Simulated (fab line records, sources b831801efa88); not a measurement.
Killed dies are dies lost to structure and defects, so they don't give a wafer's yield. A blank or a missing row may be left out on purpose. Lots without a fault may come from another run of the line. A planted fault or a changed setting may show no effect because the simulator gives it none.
fab line records | flow sfq_line
record lots=15 wafers=45 last_day=87
route steps=325 shown L0@13 M0@39 I2@116 M4@155
lots that met no fault: from a run of the same line without faults
start_h: hours from the record's first day to the start of the lot's first wafer shown | wait_h: hours since the lot's step before | " the same as in the row above | L1.1+2: a row that stands for several wafers | - no value, or no start given | * or withheld: withheld | < > ~ a bound
route shown NAME@n: a module of which the file shows steps, and the number in the route of the first | usual: mean/standard deviation of fault-free wafers | same: alike in all rows | chamber/n: place in a boat | sites: the reading at each site | _std_site: their standard deviation | _edge_site: outer sites' mean less inner sites' | radius_mm: how far each site lies from the wafer's centre | mask NAME#n: copy n | behind: the tool/chamber that last shaped the wafer | hold: why the lot was held/for how many hours/how that ended | device: the transistor (n, p or np) that didn't switch | end of line: the same wafers' tests at the end of the route | a step without rows: its recipe alone | killed: dies lost to structure and defects at the first sort, not the wafer's yield | map: a wafer's dies, x killed, . not, _ none there
set.NAME: the setting as run; set.NAME@STEP: as run at that earlier step | model.NAME: the simulator's own value behind a step, which no gauge read
steps of the route over a sample of lots; a table a step, a row a wafer
services: from which hour (start_h, from the record's first day; less than 0 if before it) a tool's chamber was out of use, for how many hours, and why
## steps
# step SFQ_TRILAYER_L0_ETCH_METAL_ETCH_008
# recipe target=MoNx_KI stop_on=SiO2 mask_material=PR chemistry=SF6/O2 target_depth_nm=50 icp_w=600 bias_w=80 pressure_mtorr=10 time_s=25
# usual drypump_motor_current_A=5.30/0.27 oes_product_au=0.872/0.007
# columns lot.wafer tool chamber start_h wait_h drypump_motor_current_A oes_product_au rf_hours_counter_h
L415.2 rie_metal-01 1 37.90 0.0 5.38 0.875 212
L415.4 " 0 " " 5.32 0.874 -
L415.6 " 1 " " 5.37 0.875 -
L416.1 rie_metal-02 1 39.10 0.0 5.70 0.879 4
L416.3 " 1 " " 5.68 0.882 -
L416.6 " 1 " " 5.71 0.877 -
L417.1 rie_metal-04 0 43.70 0.0 4.90 0.861 61
L417.3 " 0 " " 4.87 0.864 -
L417.4 " 1 " " 5.46 0.866 -
L418.1 rie_metal-04 1 56.12 0.0 5.46 0.863 207
L418.2 " 0 " " 4.91 0.874 63
L418.5 " 0 " " 4.89 0.886 -
L419.2 rie_metal-04 0 62.20 0.1 4.87 0.877 -
L419.5 " 0 " " 4.88 0.865 -
L419.6 " 0 " " 4.86 0.863 -
L420.3 rie_metal-04 0 67.01 0.1 4.86 0.866 -
L420.4 " 0 " " 4.85 0.862 -
L420.6 " 0 " " 4.87 0.866 -
L421.1 rie_metal-01 0 70.52 0.0 5.34 0.873 61
L421.2 " 1 " " 5.38 0.868 1
L421.3 " 1 " " 5.39 0.867 -
L424.1 rie_metal-04 1 86.87 0.0 5.46 0.871 1
L424.3 " 0 " " 4.90 0.871 -
L424.6 " 0 " " 4.89 0.863 -
L427.2 rie_metal-01 1 101.27 0.0 5.39 0.877 7
L427.3 " 0 " " 5.38 0.875 -
L427.6 " 1 " " 5.38 0.880 -
L430.1 rie_metal-02 0 113.27 0.0 5.50 0.864 181
L430.3 " 0 " " 5.47 0.873 -
L430.5 " 0 " " 5.50 0.875 -
L434.3 rie_metal-01 0 133.74 0.0 5.34 0.875 -
L434.4 " 1 " " 5.38 0.880 -
L434.6 " 0 " " 5.33 0.886 -
L435.1 rie_metal-04 1 139.73 0.0 5.47 0.869 10
L435.4 " 0 " " 4.88 0.885 -
L435.5 " 1 " " 5.47 0.879 -
L436.1 rie_metal-01 0 144.53 0.0 5.34 0.869 75
L436.3 " 0 " " 5.34 0.887 -
L436.6 " 1 " " 5.39 0.880 -
L437.3 rie_metal-02 1 150.54 0.0 5.64 0.868 -
L437.4 " 0 " " 5.51 0.868 -
L437.5 " 0 " " 5.53 0.869 -
L438.1 rie_metal-02 1 152.93 0.0 5.66 0.870 25
L438.2 " 0 " " 5.49 0.873 188
L438.3 " 0 " " 5.49 0.868 -
# step SFQ_TRILAYER_M0_BARC_OPEN_METAL_ETCH_031
# recipe mask_material=PR chemistry=O2 target_depth_nm=125 target=BARC icp_w=600 bias_w=80 pressure_mtorr=10 time_s=41.7
# usual drypump_motor_current_A=5.4/0.5 oes_product_au=0.685/0.0051
# columns lot.wafer tool chamber start_h wait_h drypump_motor_current_A oes_product_au rf_hours_counter_h
L415.2 rie_metal-01 0 136.13 0.0 5.3 0.690 73
L415.4 " 1 " " 5.4 0.690 -
L415.6 " 0 " " 5.3 0.681 -
L416.1 rie_metal-01 0 139.73 0.0 5.3 0.689 74
L416.3 " 1 " " 5.4 0.682 -
L416.6 " 1 " " 5.4 0.684 -
L417.1 rie_metal-03 0 147.03 0.0 5.1 0.683 13
L417.3 " 0 " " 5.1 0.685 -
L417.4 " 1 " " 6.4 0.691 -
L418.1 rie_metal-03 1 157.83 0.0 6.4 0.677 186
L418.2 " 0 " " 5.1 0.686 14
L418.5 " 1 " " 6.4 0.697 -
L419.2 rie_metal-01 1 164.58 0.0 5.4 0.682 18
L419.5 " 1 " " 5.4 0.686 -
L419.6 " 0 " " 5.4 0.686 -
L420.3 rie_metal-03 0 170.60 0.0 5.1 0.686 -
L420.4 " 1 " " 6.4 0.689 -
L420.6 " 1 " " 6.4 0.688 -
L421.1 rie_metal-04 0 171.78 0.0 4.9 0.683 88
L421.2 " 1 " " 5.5 0.687 16
L421.3 " 1 " " 5.4 0.683 -
L424.1 rie_metal-04 0 185.98 0.0 4.9 0.679 90
L424.3 " 1 " " 5.4 0.689 -
L424.6 " 0 " " 4.9 0.690 -
L427.2 rie_metal-04 1 203.98 0.0 5.5 0.682 22
L427.3 " 0 " " 4.9 0.679 -
L427.6 " 0 " " 4.9 0.681 -
L430.1 rie_metal-04 0 219.58 0.0 4.9 0.694 96
L430.3 " 0 " " 4.9 0.688 -
L430.5 " 0 " " 4.9 0.682 -
L434.3 rie_metal-03 1 243.77 0.0 6.4 0.684 -
L434.4 " 0 " " 5.1 0.681 -
L434.6 " 0 " " 5.1 0.690 -
L435.1 rie_metal-03 0 254.38 0.0 5.1 0.690 36
L435.4 " 0 " " 5.1 0.684 -
L435.5 " 1 " " 6.4 0.693 -
L436.1 rie_metal-03 0 257.98 0.0 5.1 0.681 37
L436.3 " 1 " " 6.4 0.693 -
L436.6 " 1 " " 6.4 0.685 -
L437.3 rie_metal-03 0 262.80 0.0 5.1 0.684 -
L437.4 " 1 " " 6.4 0.694 -
L437.5 " 0 " " 5.1 0.675 -
L438.1 rie_metal-01 1 266.38 0.0 5.4 0.685 36
L438.2 " 0 " " 5.3 0.689 98
L438.3 " 1 " " 5.4 0.683 -
# step SFQ_TRILAYER_I2_VIA_STRIP_STRIP_071
# recipe gas=O2 power_w=200 platen_temp_c=40 overash_fraction=0.65 chemistry=O2 pressure_mtorr=50
# usual drypump_motor_current_A=5.6/0.47 oes_product_au=0.997/0.0073
# columns lot.wafer tool chamber start_h wait_h drypump_motor_current_A oes_product_au rf_hours_counter_h
L415.2 rie_metal-03 0 541.03 - 5.1 0.998 81
L415.4 " 1 " " 6.4 0.988 -
L415.6 " 1 " " 6.4 0.987 -
L416.1 rie_metal-04 1 552.83 - 5.5 0.991 87
L416.3 " 0 " " 4.9 0.992 -
L416.6 " 0 " " 4.9 1.004 -
L417.1 rie_metal-02 0 564.83 - 5.5 1.006 62
L417.3 " 0 " " 5.5 1.003 -
L417.4 " 1 " " 5.7 1.001 -
L418.1 rie_metal-03 1 599.58 - 6.4 1.002 61
L418.2 " 0 " " 5.1 0.995 93
L418.5 " 1 " " 6.4 0.989 -
L419.2 rie_metal-04 1 603.38 - 5.5 0.982 -
L419.5 " 1 " " 5.4 0.999 -
L419.6 " 1 " " 5.5 0.997 -
L420.3 rie_metal-03 1 604.58 - 6.4 1.008 -
L420.4 " 0 " " 5.1 0.998 -
L420.6 " 1 " " 6.4 0.994 -
L421.1 rie_metal-04 1 607.98 - 5.4 1.000 99
L421.2 " 1 " " 5.5 0.996 -
L421.3 " 1 " " 5.5 1.001 -
L424.1 rie_metal-02 0 744.33 - 5.5 0.988 86
L424.3 " 0 " " 5.5 0.987 -
L424.6 " 0 " " 5.5 0.994 -
L427.2 rie_metal-04 0 750.33 - 4.8 0.994 21
L427.3 " 1 " " 5.4 1.002 -
L427.6 " 0 " " 4.8 0.999 -
L430.1 rie_metal-02 1 759.93 - 5.7 0.994 125
L430.3 " 0 " " 5.5 1.001 -
L430.5 " 0 " " 5.5 0.992 -
L434.3 rie_metal-04 0 767.33 - 4.9 0.986 -
L434.4 " 1 " " 5.4 0.993 -
L434.6 " 0 " " 4.9 0.998 -
L435.1 rie_metal-03 0 768.33 - 5.1 1.006 116
L435.4 " 1 " " 6.4 0.999 -
L435.5 " 1 " " 6.4 1.000 -
L436.1 rie_metal-03 1 773.13 - 6.4 1.006 85
L436.3 " 1 " " 6.4 1.005 -
L436.6 " 0 " " 5.1 1.005 -
L437.3 rie_metal-03 0 778.13 - 5.1 1.002 -
L437.4 " 1 " " 6.4 1.008 -
L437.5 " 1 " " 6.4 1.012 -
L438.1 rie_metal-04 0 780.33 - 4.9 0.998 25
L438.2 " 1 " " 5.5 0.988 123
L438.3 " 1 " " 5.4 1.001 -
# step SFQ_TRILAYER_M4_LITHO_EXPOSE_094
# recipe mask_id=M4 na=0.6 source_shape=conventional sigma_outer=0.65 target_cd_nm=500 dose_mj=14.4
# columns lot.wafer tool chamber start_h wait_h mask
L415.2+4+6 krf_scanner-02 0 862.22 - M4#0
L416.1+3+6 krf_scanner-02 0 868.02 - M4#0
L417.1+3+4 krf_scanner-01 0 883.75 - M4#0
L418.1+2+5 krf_scanner-01 0 958.15 - M4#0
L419.2+5+6 krf_scanner-01 0 961.95 - M4#0
L420.3+4+6 krf_scanner-01 0 964.55 - M4#0
L421.1+2+3 krf_scanner-01 0 973.75 - M4#0
L424.1+3+6 krf_scanner-02 0 1060.12 - M4#0
L427.2+3+6 krf_scanner-02 0 1067.52 - M4#0
L430.1+3+5 krf_scanner-02 0 1073.32 - M4#0
L434.3+4+6 krf_scanner-02 0 1083.32 - M4#0
L435.1+4+5 krf_scanner-02 0 1084.12 - M4#0
L436.1+3+6 krf_scanner-02 0 1086.52 - M4#0
L437.3+4+5 krf_scanner-02 0 1091.72 - M4#0
L438.1+2+3 krf_scanner-02 0 1092.52 - M4#0
# step SFQ_M4_OVL_MEAS_926
# usual M4_OVL=-2/6.6
# columns lot.wafer tool chamber start_h wait_h hold M4_OVL[nm]
L415.2 overlay-01 - 863.53 0.1 - 2
L415.4 " - " " - -1
L415.6 " - " " - 1
L416.1 overlay-02 - 869.52 0.1 - -4
L416.3 " - " " - -6
L416.6 " - " " - 1
L417.1 overlay-01 - 885.25 0.1 - 2
L417.3 " - " " - -1
L417.4 " - " " - -1
L418.1 overlay-01 - 959.65 0.1 - -6
L418.2 " - " " - -5
L418.5 " - " " - -2
L419.2 overlay-01 - 963.25 0.1 await_dispo/0.2h/release 40
L419.5 " - " " await_dispo/0.2h/release 35
L419.6 " - " " await_dispo/0.2h/release 41
L419.2 overlay-01 - 963.45 0.2 - 42
L419.5 " - " " - 40
L419.6 " - " " - 43
L420.3 overlay-01 - 965.66 0.1 await_dispo/0.2h/release 28
L420.4 " - " " await_dispo/0.2h/release 19
L420.6 " - " " await_dispo/0.2h/release 29
L420.3 overlay-01 - 965.86 0.2 - 31
L420.4 " - " " - 22
L420.6 " - " " - 33
L421.1 overlay-02 - 975.25 0.1 await_dispo/0.2h/release 44
L421.2 " - " " await_dispo/0.2h/release 41
L421.3 " - " " await_dispo/0.2h/release 54
L421.1 overlay-02 - 975.45 0.2 - 47
L421.2 " - " " - 44
L421.3 " - " " - 57
L424.1 overlay-01 - 1061.62 0.1 - -5
L424.3 " - " " - 2
L424.6 " - " " - -8
L427.2 overlay-01 - 1068.82 0.1 - -1
L427.3 " - " " - 6
L427.6 " - " " - -2
L430.1 overlay-02 - 1074.82 0.1 - -10
L430.3 " - " " - -8
L430.5 " - " " - -18
L434.3 overlay-02 - 1084.43 0.1 - 6
L434.4 " - " " - 5
L434.6 " - " " - 3
L435.1 overlay-01 - 1085.62 0.1 - 0
L435.4 " - " " - 0
L435.5 " - " " - 2
L436.1 overlay-01 - 1088.02 0.1 - 2
L436.3 " - " " - 5
L436.6 " - " " - 4
L437.3 overlay-01 - 1092.83 0.1 - 7
L437.4 " - " " - -2
L437.5 " - " " - 7
L438.1 overlay-02 - 1094.02 0.1 - -9
L438.2 " - " " - 5
L438.3 " - " " - -1
## services
# columns tool chamber start_h hours kind
krf_scanner-02 - 38.74 1.0 pm
krf_scanner-02 - 43.34 4.0 pm
rie_metal-03 - 67.12 2.8 pm
krf_scanner-02 - 70.16 0.8 pm
rie_metal-03 - 113.25 3.7 repair
krf_scanner-02 - 122.51 3.6 pm
krf_scanner-02 - 126.07 1.3 pm
rie_metal-04 0 197.34 3.8 repair
krf_scanner-02 - 207.77 1.0 pm
rie_metal-04 - 234.97 1.4 pm
krf_scanner-02 - 238.77 0.8 pm
rie_metal-04 - 246.62 0.6 repair
krf_scanner-02 - 294.72 0.8 pm
krf_scanner-02 - 301.47 1.3 pm
rie_metal-04 1 332.29 11.3 repair
krf_scanner-02 - 361.44 5.3 repair
rie_metal-03 - 455.45 28.1 pm
rie_metal-04 - 504.65 2.8 pm
rie_metal-04 1 646.70 8.3 repair
rie_metal-04 1 663.43 10.3 repair
rie_metal-03 - 826.92 0.3 repair
rie_metal-03 0 951.51 14.5 repair
rie_metal-03 0 987.96 2.3 repair
rie_metal-03 - 1076.03 0.2 repair
## key
first_sign step=SFQ_M4_OVL_MEAS_926 reading=visit direction=added
effect step=SFQ_M4_OVL_MEAS_926 reading=M4_OVL direction=up sigmas=5.9 usual=-2 struck=37
met_at SFQ_TRILAYER_M4_LITHO_EXPOSE_094
struck_lots L419,L420,L421
not_acting_at SFQ_TRILAYER_L0_ETCH_METAL_ETCH_008,SFQ_TRILAYER_M0_BARC_OPEN_METAL_ETCH_031,SFQ_TRILAYER_I2_VIA_STRIP_STRIP_071
onset_between 958.15 961.95
fault kind=scanner_matching_overlay tool=krf_scanner-01 chamber=- onset_h=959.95 steps=SFQ_TRILAYER_M4_LITHO_EXPOSE_094 offset=39.031
